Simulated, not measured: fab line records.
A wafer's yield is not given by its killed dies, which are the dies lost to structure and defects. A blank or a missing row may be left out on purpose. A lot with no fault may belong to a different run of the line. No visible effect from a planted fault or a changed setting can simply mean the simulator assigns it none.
One fault seen from 2 desks :: flow gf180mcu :: each desk has only its own numbers; what lay behind them comes last

== DESK OF THE TOOL OWNER: cmp-01 ==
The tool's own readings at GF_V5_CMP_04 (polishes SiO2): means of the sampled wafers that have a number, for each lot that ran on this tool. Marked OUT: a lot whose mean sits more than 4 standard deviations from the usual mean, which makes it out of limits; the brackets give that distance.
Columns: A = edge_zone_pressure_frac at GF_V5_CMP_04, usual 1.000; B = motor_current_A at GF_V5_CMP_04, usual 11.4 A; C = retaining_ring_pressure_frac at GF_V5_CMP_04, usual 1.000
lot: L320
first seen here: day 26 18:26
A: 1.001
B: 11.3
C: 1.001

lot: L328
first seen here: day 29 17:47
A: 1.002
B: 11.4
C: 1.001
Result from this desk: across the 2 lots, nothing is out of limits.

== FROM THE METROLOGY DESK ==
What the gauges read, lot by lot, whatever tool the lot ran on: means of the sampled wafers that have a number. Marked OUT: a lot whose mean sits more than 4 standard deviations from the usual mean, which makes it out of limits; the brackets give that distance.
Columns: A = MIM_CVD_05_THK at GF_MIM_THK_MEAS_06, usual 42.2 nm
lot: L318
first seen here: day 24 11:43
A: 42.2

lot: L319
first seen here: day 24 18:47
A: 42.1

lot: L320
first seen here: day 24 23:34
A: 41.3

lot: L321
first seen here: day 25 04:58
A: 42.0

lot: L328
first seen here: day 28 02:16
A: 41.6

lot: L331
first seen here: day 28 15:45
A: 43.5

lot: L332
first seen here: day 29 02:29
A: 42.5

lot: L333
first seen here: day 29 09:04
A: 42.5

lot: L335
first seen here: day 29 16:47
A: 42.4

lot: L337
first seen here: day 30 09:04
A: 41.8

lot: L341
first seen here: day 31 14:19
A: 42.0
Result from this desk: across the 11 lots, nothing is out of limits.

== ALL TOGETHER ==
Nothing out of limits was seen by the tool owner's desk.
From the metrology desk's view, nothing was out of limits.

== WHAT WAS PUT IN BY THE SIMULATOR ==
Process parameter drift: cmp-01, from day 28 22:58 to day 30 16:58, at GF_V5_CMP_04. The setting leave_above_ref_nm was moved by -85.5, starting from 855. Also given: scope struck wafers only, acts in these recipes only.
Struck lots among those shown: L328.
